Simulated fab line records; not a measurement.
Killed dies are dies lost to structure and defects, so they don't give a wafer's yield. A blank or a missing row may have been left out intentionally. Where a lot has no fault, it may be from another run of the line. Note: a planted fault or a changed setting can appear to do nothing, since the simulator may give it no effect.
A struck lot beside a sound one	flow sky130	35 out of 708 route steps
Sound: the wafers L114.1, L114.2, L114.6. Wafers struck: L101.2, L101.4, L101.5. The cause is named last.
Order at every step that has rows: each side's tool, ch and its chambers, its first start. Under that, the readings that differ: sound wafers	struck wafers	difference of the means	sigmas: that difference in standard deviations of wafers without a fault.
alike: readings whose means differ by less than 2 such deviations, and words and numbers that are the same on both sides. not compared: withheld readings, readings that some wafer has no value for, bounds like >300 that may hide the same value, and numbers for which the record gives no deviation and whose values overlap.
A row with sigmas, a row that says differs or no value, or rows on one side alone: a step with any of these is where the two part. Numbers that don't overlap but have no deviation are shown without sigmas and don't part them. A reading that every wafer of one side lacks parts them only if that side has two wafers or more.

first, 10 steps without rows for these wafers: SKY_POLY_CUT_ETCH_10 (etches BARC in N2/H2, stops on SiO2, time 45.9 s, target depth 60 nm); SKY_POLY_CUT_ETCH_11 (etches Si3N4 in CF4/CH2F2/Ar, stops on poly-Si, time 42.5 s, target depth 60 nm); SKY_POLY_CUT_STRIP_12 (strips in O2/N2); SKY_SD_P_DEHYDRATE_00 (time 60 s); SKY_SD_P_HMDS_01 (prime time 60 s); SKY_SD_P_COAT_02 (resist thk 1140 nm); SKY_SD_P_SOFTBAKE_03 (time 60 s); SKY_SD_P_EXPOSE_04 (exposes mask PSDM, target cd 380 nm); SKY_SD_P_PEB_05; SKY_SD_P_DEVELOP_06 (develop time 60 s).
SKY_SD_P_IMPLANT_09:
  sound on implanter-01 ch 0, day 32 09:38; struck on implanter-01 ch 0, day 27 00:46
reading	sound	struck	difference	sigmas
beam-energy-keV	19.993 19.998 20.000	28.902 28.906 28.914	+8.910	+99 or more
model.implant.rp-nm (nm)	17.76 17.76 17.76	23.78 23.78 23.78	+6.02	
model.implant.drp-nm (nm)	9.746 9.746 9.746	12.63 12.63 12.63	+2.88	
SKY_SD_P_STRIP_10: strips in O2/N2.
  sound on plasma-asher-01 ch 0,1, day 32 09:47; struck on plasma-asher-02 ch 0,1, day 27 00:53
reading	sound	struck	difference	sigmas
oes-product-au (a.u.)	0.614 0.618 0.620	0.589 0.594 0.594	-0.025	-6
strip-time-to-endpoint-s (s)	17.46 17.46 17.41	18.83 18.82 18.83	+1.38	+37
  alike: drypump-motor-current-A
  not compared: rf-hours-counter-h
SKY_SD_P_TW_MEAS_11:
  struck on film-metro-02, day 27 01:14; sound on film-metro-01, day 32 09:53
reading	sound	struck	difference	sigmas
SD_P_TW	2831 2827 2844	3115 3132 3124	+290	+21
  not compared: hold
then, 20 steps without rows for these wafers: SKY_RES_XHIGH_HMDS_01 (prime time 60 s); SKY_RES_XHIGH_COAT_02 (resist thk 1140 nm); SKY_RES_XHIGH_SOFTBAKE_03 (time 60 s); SKY_RES_XHIGH_EXPOSE_04 (exposes mask URPM, target cd 1270 nm); SKY_RES_XHIGH_PEB_05; SKY_RES_XHIGH_DEVELOP_06 (develop time 60 s); SKY_RES_XHIGH_IMPLANT_07; SKY_RES_XHIGH_STRIP_08 (strips in O2/N2); SKY_SD_N_DEHYDRATE_00 (time 60 s); SKY_SD_N_HMDS_01 (prime time 60 s); SKY_SD_N_COAT_02 (resist thk 1140 nm); SKY_SD_N_SOFTBAKE_03 (time 60 s); SKY_SD_N_EXPOSE_04 (exposes mask NSDM, target cd 380 nm); SKY_SD_N_PEB_05; SKY_SD_N_DEVELOP_06 (develop time 60 s); SKY_SD_N_IMPLANT_09; SKY_SD_N_IMPLANT_10; SKY_SD_N_STRIP_11 (strips in O2/N2); SKY_SD_N_CLEAN_13 (cleans in SC1/SC2, time 150 s); SKY_SD_N_RTA_14 (time 2 s).
-- the record jumps here: 2 days lie between the struck wafers' starts before and after --
SKY_SD_N_RS_MEAS_17: a four-point-probe measurement.
  struck on film-metro-04, day 29 11:43; sound on film-metro-02, day 34 16:33
reading	sound	struck	difference	sigmas
SD_P_RS (ohm/sq)	147.4 147.0 146.7	122.4 122.6 122.7	-24.5	-74
  not compared: hold
SKY_PAD_OPEN_PROBE_99:
  rows exist in the record for the sound wafers here (prober-01, day 50 09:56), none for the struck ones

== WHERE THEY PART ==
First at SKY_SD_P_IMPLANT_09; last, within this record, at SKY_PAD_OPEN_PROBE_99.

WHY: whatever the simulator had introduced
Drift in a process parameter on implanter-01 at SKY_SD_P_IMPLANT_09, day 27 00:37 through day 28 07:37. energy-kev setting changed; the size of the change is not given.
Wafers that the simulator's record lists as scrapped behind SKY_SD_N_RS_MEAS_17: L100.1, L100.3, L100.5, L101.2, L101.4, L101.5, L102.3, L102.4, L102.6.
